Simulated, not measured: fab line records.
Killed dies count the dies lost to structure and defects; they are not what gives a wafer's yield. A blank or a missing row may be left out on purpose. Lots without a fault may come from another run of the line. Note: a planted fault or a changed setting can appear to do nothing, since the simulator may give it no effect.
What tool caused it? + flow gf180mcu + 13 lots with 37 wafers sampled at 3 steps, on a route of 602 steps

## WHAT EACH GAUGE READ, for each wafer
GF_NWELL_TW_MEAS_11.
| lot  | measured    | on            | NWELL_TW       |
|------|-------------|---------------|----------------|
| L165 | day 3 06:26 | film-metro-01 | 1574 1581 1575 |
| L166 | day 3 16:12 | film-metro-03 | 1572 1571 1574 |
| L167 | day 3 19:44 | film-metro-01 | 1578 1581 1575 |
| L168 | day 4 00:13 | film-metro-03 | 1573 1584 1583 |
| L169 | day 4 05:20 | film-metro-01 | 1580 1581 1576 |
| L170 | day 4 10:31 | film-metro-03 | 1583 1577 1580 |
| L171 | day 4 17:58 | film-metro-03 | 1581 1585 1580 |
| L172 | day 4 21:45 | film-metro-01 | 1568 1571 1577 |
| L173 | day 5 02:14 | film-metro-01 | 1580 1581 1572 |
| L174 | day 5 10:16 | film-metro-01 | 1581 1580 1582 |
| L181 | day 6 23:06 | film-metro-03 | 1578 1580      |
| L184 | day 7 18:26 | film-metro-01 | 1587 1581      |
| L188 | day 8 15:55 | film-metro-02 | 1575 1571 1576 |

## WHICH TOOL RAN EACH LOT (tool, then ch and the chambers of the sampled wafers, then the start)
| lot  | GF_STI_ETCH_14                  | GF_STI_STRIP_15                     |
|------|---------------------------------|-------------------------------------|
| L165 | rie-si-01 ch 1,2,3, day 2 00:52 | plasma-asher-04 ch 0,1, day 2 00:56 |
| L166 | rie-si-02 ch 1,3, day 2 07:55   | plasma-asher-04 ch 0,1, day 2 08:02 |
| L167 | rie-si-02 ch 0,3, day 2 12:31   | plasma-asher-04 ch 0,1, day 2 12:35 |
| L168 | rie-si-02 ch 0,1,3, day 2 16:49 | plasma-asher-01 ch 0, day 2 16:53   |
| L169 | rie-si-02 ch 0,3, day 2 21:58   | plasma-asher-01 ch 0,1, day 2 22:02 |
| L170 | rie-si-01 ch 0,2,3, day 3 02:35 | plasma-asher-04 ch 0,1, day 3 02:40 |
| L171 | rie-si-01 ch 1,2,3, day 3 08:37 | plasma-asher-04 ch 0,1, day 3 08:41 |
| L172 | rie-si-01 ch 0,1,2, day 3 14:25 | plasma-asher-04 ch 0, day 3 14:29   |
| L173 | rie-si-02 ch 1,2, day 3 17:40   | plasma-asher-04 ch 0,1, day 3 17:44 |
| L174 | rie-si-02 ch 0,2,3, day 3 23:56 | plasma-asher-03 ch 0,1, day 4 00:01 |
| L181 | rie-si-01 ch 1,3, day 5 12:10   | plasma-asher-01 ch 0, day 5 12:14   |
| L184 | rie-si-01 ch 0,2, day 6 03:14   | plasma-asher-03 ch 0,1, day 6 03:19 |
| L188 | rie-si-02 ch 0,2, day 7 03:20   | plasma-asher-01 ch 0,1, day 7 03:26 |
- GF_STI_ETCH_14: etches Si in HBr/Cl2/O2, target depth 360 nm, time 102.9 s.
- GF_STI_STRIP_15: strips in O2/N2.

## AS READ BY THE TOOLS THEMSELVES (means over the sampled wafers that have a number; for cases with no such wafer, the mark the record gives instead)
GF_STI_ETCH_14.
| lot  | tool      | HBr_flow_sccm (sccm) | drypump-motor-current-A (A) | oes-product-au (a.u.) | run-length-s (s) | throttle-valve-pct (%) |
|------|-----------|----------------------|-----------------------------|-----------------------|------------------|------------------------|
| L165 | rie-si-01 | 150.1                | 5.3                         | 1.002                 | 131.2            | 25.655                 |
| L166 | rie-si-02 | 150.5                | 6.0                         | 1.001                 | 131.6            | 25.660                 |
| L167 | rie-si-02 | 149.7                | 6.0                         | 1.002                 | 131.1            | 25.653                 |
| L168 | rie-si-02 | 149.7                | 5.8                         | 1.002                 | 131.5            | 25.655                 |
| L169 | rie-si-02 | 150.0                | 5.9                         | 0.996                 | 131.1            | 25.662                 |
| L170 | rie-si-01 | 150.0                | 5.3                         | 0.999                 | 131.3            | 25.659                 |
| L171 | rie-si-01 | 150.1                | 5.3                         | 0.996                 | 131.1            | 25.665                 |
| L172 | rie-si-01 | 149.8                | 5.0                         | 0.997                 | 131.2            | 25.657                 |
| L173 | rie-si-02 | 150.1                | 5.9                         | 1.008                 | 131.8            | 25.652                 |
| L174 | rie-si-02 | 149.8                | 6.0                         | 1.001                 | 131.6            | 25.645                 |
| L181 | rie-si-01 | 149.8                | 5.2                         | 0.996                 | 109.2            | 25.663                 |
| L184 | rie-si-01 | 150.2                | 5.2                         | 0.996                 | 88.1             | 25.658                 |
| L188 | rie-si-02 | 150.3                | 6.0                         | 0.997                 | 131.4            | 25.661                 |

GF_STI_STRIP_15.
| lot  | tool            | drypump-motor-current-A (A) | heater-power-w (W) | oes-product-au (a.u.) | strip-time-to-endpoint-s (s) |
|------|-----------------|-----------------------------|--------------------|-----------------------|------------------------------|
| L165 | plasma-asher-04 | 5.4                         | 313                | 0.381                 | 3.72                         |
| L166 | plasma-asher-04 | 6.0                         | 307                | 0.384                 | 3.75                         |
| L167 | plasma-asher-04 | 6.0                         | 312                | 0.382                 | 3.78                         |
| L168 | plasma-asher-01 | 5.7                         | 441                | 0.383                 | 3.74                         |
| L169 | plasma-asher-01 | 5.7                         | 332                | 0.380                 | 3.69                         |
| L170 | plasma-asher-04 | 6.0                         | 311                | 0.384                 | 3.71                         |
| L171 | plasma-asher-04 | 6.0                         | 313                | 0.384                 | 3.71                         |
| L172 | plasma-asher-04 | 6.5                         | 302                | 0.382                 | 3.79                         |
| L173 | plasma-asher-04 | 5.9                         | 310                | 0.385                 | 3.75                         |
| L174 | plasma-asher-03 | 5.0                         | 348                | 0.383                 | 3.65                         |
| L181 | plasma-asher-01 | 5.7                         | 436                | 0.396                 | 4.00                         |
| L184 | plasma-asher-03 | 5.0                         | 352                | 0.407                 | 4.27                         |
| L188 | plasma-asher-01 | 5.7                         | 332                | 0.384                 | 3.75                         |

## THE ANSWER, worked out from the rows above alone
Rule: usual is defined by the lots themselves. The widest of any qualifying gaps counts: lots, ordered by their means at a reading, are off when they make up no more than a third of the lots, leave a main group of 4 or more, and stand apart from it by 3 or more times the standard deviation of that group's means. The tables above print the reading to a certain number of digits; a main group whose means all agree to those digits is not used. A lot without any number at a reading at which 4 lots or more have one is off too. The other lots that the step has rows for count as sound. Order of review: gauges by route order, followed by the tools' own readings, for which a lot's mean as printed above is used. The first step at which some lot is off is used, and at that step the reading that is off furthest; a lot without a number counts as furthest.
Off: L181, L184, at GF_STI_ETCH_14 (run-length-s). The main group has a mean of 131.4 s with a standard deviation of 0.23.
A tool fits if, at that step or a process step before it, it ran every lot that is off, and no sound lot after the first of them. One fits: rie-si-01 at GF_STI_ETCH_14. Its last sound lot is L172 (day 3 14:25), its first lot that is off L181 (day 5 12:10): a fault that began between those two fits.
On the lots that are off, the tool's own readings at GF_STI_ETCH_14 differ by more than 5 times the standard deviation of the sound lots' means, which bears it out; run-length-s reads 98.7 s there versus 131.4 s on the sound lots.

## WHAT WAS PUT IN BY THE SIMULATOR
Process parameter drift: rie-si-01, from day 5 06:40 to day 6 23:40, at GF_STI_ETCH_14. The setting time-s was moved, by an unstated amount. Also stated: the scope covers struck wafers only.
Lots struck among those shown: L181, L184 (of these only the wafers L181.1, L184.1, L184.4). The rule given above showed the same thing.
